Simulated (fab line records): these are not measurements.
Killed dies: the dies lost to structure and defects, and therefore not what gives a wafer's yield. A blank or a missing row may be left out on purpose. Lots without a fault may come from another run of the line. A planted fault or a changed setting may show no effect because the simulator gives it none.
A single fault, viewed from 2 desks | flow gf180mcu | what lay behind the numbers comes last; until then each desk has only its own

FROM THE METROLOGY DESK
What the gauges read, lot by lot, whatever tool the lot ran on: means of the sampled wafers that have a number. If a lot's mean is further than 4 standard deviations from the usual mean, the lot is out of limits and carries the mark OUT (the distance appears in the brackets).
Columns: A = V2_W_RS at GF_V2_RS_MEAS_24, usual 0.331 ohm/sq
lot  | first seen here | A
L569 | day 20 07:47    | 0.335
L570 | day 20 20:34    | 0.329
L572 | day 21 17:52    | 0.334
L573 | day 21 18:50    | 0.334
L574 | day 22 01:10    | 0.332
L575 | day 22 11:37    | 0.331
L576 | day 22 18:11    | 0.330
L579 | day 23 22:44    | 0.335
L580 | day 24 15:01    | 0.331
L583 | day 25 23:41    | 0.325
L584 | day 26 10:35    | 0.326
L591 | day 28 09:14    | 0.337
This desk's verdict: no lot among the 12 shows anything out of limits.

TOOL OWNER'S DESK, cvd-w-02
The tool's own readings at GF_V2_CVD_23 (deposits W, target thk 350 nm, time 104.94 s): means of the sampled wafers that have a number, for each lot that ran on this tool. If a lot's mean is further than 4 standard deviations from the usual mean, the lot is out of limits and carries the mark OUT (the distance appears in the brackets).
Columns: A = heater-power-w at GF_V2_CVD_23, usual 910 W
lot  | first seen here | A
L570 | day 20 20:27    | 935
L573 | day 21 18:42    | 848
L574 | day 22 01:01    | 935
L575 | day 22 11:30    | 884
L579 | day 23 22:37    | 890
L580 | day 24 14:55    | 923
L583 | day 25 23:33    | 834
L584 | day 26 10:27    | 886
This desk's verdict: no lot among the 8 shows anything out of limits.

PUT TOGETHER
From the metrology desk's view, nothing was out of limits.
Nothing out of limits was seen by the tool owner's desk.

WHAT HAD BEEN PUT IN BY THE SIMULATOR
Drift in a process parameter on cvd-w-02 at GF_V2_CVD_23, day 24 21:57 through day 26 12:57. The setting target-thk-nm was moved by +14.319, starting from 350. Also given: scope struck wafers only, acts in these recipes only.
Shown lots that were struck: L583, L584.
